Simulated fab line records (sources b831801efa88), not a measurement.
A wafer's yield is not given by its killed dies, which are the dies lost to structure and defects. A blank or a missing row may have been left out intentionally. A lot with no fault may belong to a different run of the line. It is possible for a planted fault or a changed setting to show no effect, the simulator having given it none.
Problem report, 8D (eight disciplines) form, completed by code    flow sky130    the parts of the form that need people (team, actions taken, sign-off) are left out

## 1. WHAT WENT WRONG
Wafers free of any fault read 624.4 ohm/sq (standard deviation 1.8) for NWELL_RS at SKY_NWELL_RS_MEAS_29, against a mean of 638.4 ohm/sq on 9 wafers of 3 lots. Relative to the usual mean, that is a shift of +7.8 standard deviations.
The step: measures by four-point-probe.
First observed at day 10 22:29: wafer L484.2, on filmMetro-03. Wafers with a number at this step in the record: 36, from 12 lots. Rule for "out", or "out of limits": more than 4 standard deviations from the usual mean. The other wafers with a number count as sound.

## 2. WHAT IT IS, WHAT IT ISN'T
question                     is                      is not
which readings at this step  NWELL_RS                -
which lots                   L484, L485, L486        L464, L468, L469, L470, L471, L473, L475, L476, L480
which wafers of those lots   all that have a number  -
read on which gauges         filmMetro-03            filmMetro-02, filmMetro-04
when                         from day 10 22:29       up to then (27 sound wafers)

## 3. THE SUSPECTS, EACH WITH WHAT RULES IT OUT
Counting: a tool stays on the suspect list if, at a process step up to the reading, it processed all lots that are out and no sound lot following the first of them.
- the gauge at SKY_NWELL_RS_MEAS_29: ruled out. All the wafers that are out were read on filmMetro-03, but those of them that SKY_NWELL_IMPLANT_11 has rows for are out there too, on other tools.
- implanter-01 at SKY_NWELL_IMPLANT_11: kept. It ran every lot that is out, first L484 (day 9 23:05), and no sound lot after that; its last sound lot up to then is L473 (day 6 22:43). Its own readings are out on those wafers: beamEnergyKeV.
Left after counting: implanter-01 at SKY_NWELL_IMPLANT_11.

## 4. THE CAUSE (what the simulator had put in)
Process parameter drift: implanter-01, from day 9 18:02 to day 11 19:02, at SKY_NWELL_IMPLANT_11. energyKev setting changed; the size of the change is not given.
After counting, this tool was the only one left.

## 5. THE EFFECT CHAIN, in route order
One row per reading whose mean, taken over the struck wafers that have a number, lies over 3 standard deviations from the usual. Scope: only readings with a usual standard deviation given in the record; hours: median across lots of the time from each lot's start at the first step in this table that gives one to its start at this step; sigmas: change in usual standard deviations.
hours  step                  reading        usual         on struck wafers  change  sigmas
0      SKY_NWELL_IMPLANT_11  beamEnergyKeV  400.01        367.29            -32.72  -99 or more
23     SKY_NWELL_RS_MEAS_29  NWELL_RS       624.4 ohm/sq  638.4             +14.0   +7.8
The process steps in it:
- SKY_NWELL_IMPLANT_11

## 6. WHAT WOULD HAVE CAUGHT IT SOONER
Counted from the fault's start at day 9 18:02, it took 28 hours until the first out-of-limits reading at a measuring or inspecting step in this record, taken at day 10 22:29.
At SKY_NWELL_IMPLANT_11, the tool's own readings (beamEnergyKeV) were out on each struck wafer the step has a row for, so an alarm limit on them would have fired on the first such wafer.
The start of SKY_NWELL_IMPLANT_11 on implanter-01 came by day 10 22:29 for every one of the lots that are out (3). None of them would have been spared by holding the tool at that moment.
